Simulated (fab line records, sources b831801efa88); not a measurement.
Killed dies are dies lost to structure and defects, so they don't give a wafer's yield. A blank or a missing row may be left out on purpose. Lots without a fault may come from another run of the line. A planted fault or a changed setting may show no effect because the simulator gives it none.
A struck lot beside a sound one | flow sfq_line | 20 steps out of a route of 325
Sound: wafers L954.1, L954.2, L954.6. Struck: wafers L959.2, L959.3, L959.5. The cause comes at the end.
At each step with rows: each side's tool, then ch and its chambers, then its first start. Under that, the readings that differ: sound wafers | struck wafers | difference of the means | sigmas: that difference in standard deviations of wafers without a fault.
alike: readings whose means differ by less than 2 such deviations, and words and numbers that are the same on both sides. not compared: withheld readings, readings that some wafer has no value for, bounds like >300 that may hide the same value, and numbers for which the record gives no deviation and whose values overlap.
The two part at a step that has a row with sigmas, a row that says differs or no value, or rows on one side only. Numbers that don't overlap but have no deviation are shown without sigmas and don't part them. A reading that every wafer of one side lacks parts them only if that side has two wafers or more.

first, 2 steps without rows for these wafers: SFQ_TRILAYER_I6_VIA_LITHO_PEB_172 (peb time 60 s); SFQ_TRILAYER_I6_VIA_LITHO_DEVELOP_171 (time 60 s).
SFQ_I6_OVL_MEAS_942:
  sound on overlay-01, day 74 09:43; struck on overlay-02, day 75 19:27
  alike: I6_OVL
SFQ_TRILAYER_I6_VIA_BARC_OPEN_VIA_ETCH_235: etches BARC in O2, target depth 125 nm, time 41.7 s.
  sound on rie_diel-04 ch 0,2, day 74 09:45; struck on rie_diel-01 ch 0,1,3, day 75 19:29
  alike: drypump_motor_current_A, oes_product_au, rf_fwd_power_W
  not compared: rf_hours_counter_h
SFQ_TRILAYER_I6_VIA_ETCH_VIA_ETCH_172: etches SiO2 in CHF3, stops on Nb, target depth 260 nm.
  sound on rie_diel-04 ch 0,2, day 74 09:47; struck on rie_diel-01 ch 0,1,3, day 75 19:31
  reading               | sound             | struck            | difference | sigmas
  oes_product_au (a.u.) | 0.860 0.855 0.858 | 0.843 0.851 0.846 | -0.011     | -2
  alike: drypump_motor_current_A, rf_fwd_power_W
SFQ_TRILAYER_I6_VIA_STRIP_STRIP_173: strips in O2.
  sound on rie_metal-01 ch 0,1, day 74 09:54; struck on rie_metal-02 ch 0,1, day 75 19:38
  alike: drypump_motor_current_A, he_backside_leak_sccm, oes_product_au
  not compared: rf_hours_counter_h
then, 3 steps without rows for these wafers: SFQ_TRILAYER_I6_VIA_STRIP_SOLV_CLEAN_174 (cleans in NMP, time 600 s); SFQ_TRILAYER_M7_DEP_PRE_CLEAN_176 (time 22.5 s); SFQ_TRILAYER_M7_DEP_SPUTTER_175 (material Nb, target thk 200 nm, time 133.3 s).
SFQ_M7_RS_MEAS_943: measures by four-point-probe.
  sound on film_metro-04, day 74 11:00; struck on film_metro-01, day 75 20:32
  reading           | sound             | struck            | difference | sigmas
  M7_NB_RS (ohm/sq) | 0.900 0.898 0.891 | 0.858 0.878 0.879 | -0.025     | -3
then, 1 step without rows for these wafers: SFQ_TRILAYER_M7_LITHO_COAT_182 (resist thk 62 nm).
SFQ_TRILAYER_M7_LITHO_COAT_177: resist thk 600 nm.
  sound on litho_track-03 ch 0, day 74 11:29; struck on litho_track-03 ch 0, day 75 21:03
  reading                                             | sound                | struck               | difference | sigmas
  spin_speed_rpm (rpm)                                | 3001.2 3005.2 3003.9 | 2791.4 2790.1 2789.1 | -213.2     | -99 or more
  model.KrF_of_TRILAYER_M7_LITHO_COAT_177.thk_nm (nm) | 601.9 601.6 602.6    | 622.1 621.3 620.7    | +19.3      |
then, 4 steps without rows for these wafers: SFQ_TRILAYER_M7_LITHO_SOFTBAKE_181; SFQ_TRILAYER_M7_LITHO_EXPOSE_178 (exposes mask M7, target cd 500 nm); SFQ_TRILAYER_M7_LITHO_PEB_180 (peb time 60 s); SFQ_TRILAYER_M7_LITHO_DEVELOP_179 (time 60 s).
-- the record jumps here: 4 days lie between the struck wafers' starts before and after --
SFQ_M7_OVL_MEAS_945:
  sound on overlay-01, day 78 17:02; struck on overlay-02, day 80 07:26
  alike: M7_OVL
SFQ_TRILAYER_M7_BARC_OPEN_METAL_ETCH_229: etches BARC in O2, target depth 125 nm, time 41.7 s.
  sound on rie_metal-01 ch 0,1, day 78 17:04; struck on rie_metal-01 ch 0,1, day 80 07:28
  alike: drypump_motor_current_A, he_backside_leak_sccm, oes_product_au, rf_fwd_power_W
  not compared: rf_hours_counter_h
SFQ_TRILAYER_M7_ETCH_METAL_ETCH_180: etches Nb in Cl2/Ar, stops on SiO2, target depth 240 nm, time 120 s.
  sound on rie_metal-01 ch 0,1, day 78 17:07; struck on rie_metal-01 ch 0,1, day 80 07:31
  reading                                             | sound             | struck            | difference | sigmas
  model.KrF_of_TRILAYER_M7_LITHO_COAT_177.thk_nm (nm) | 387.3 389.8 386.7 | 408.9 406.1 404.9 | +18.7      |
  alike: drypump_motor_current_A, he_backside_leak_sccm, oes_product_au, rf_fwd_power_W
  not compared: rf_hours_counter_h
SFQ_TRILAYER_M7_STRIP_STRIP_181: strips in O2.
  sound on rie_metal-01 ch 0,1, day 78 17:15; struck on rie_metal-01 ch 0,1, day 80 07:39
  alike: drypump_motor_current_A, he_backside_leak_sccm, oes_product_au
  not compared: rf_hours_counter_h

WHERE THEY PART
First at SFQ_TRILAYER_I6_VIA_ETCH_VIA_ETCH_172; last, within this record, at SFQ_TRILAYER_M7_LITHO_COAT_177. Later steps at which nothing parts them and some readings are alike: SFQ_M7_OVL_MEAS_945, SFQ_TRILAYER_M7_BARC_OPEN_METAL_ETCH_229, SFQ_TRILAYER_M7_ETCH_METAL_ETCH_180, SFQ_TRILAYER_M7_STRIP_STRIP_181.

WHY: what the simulator had put in
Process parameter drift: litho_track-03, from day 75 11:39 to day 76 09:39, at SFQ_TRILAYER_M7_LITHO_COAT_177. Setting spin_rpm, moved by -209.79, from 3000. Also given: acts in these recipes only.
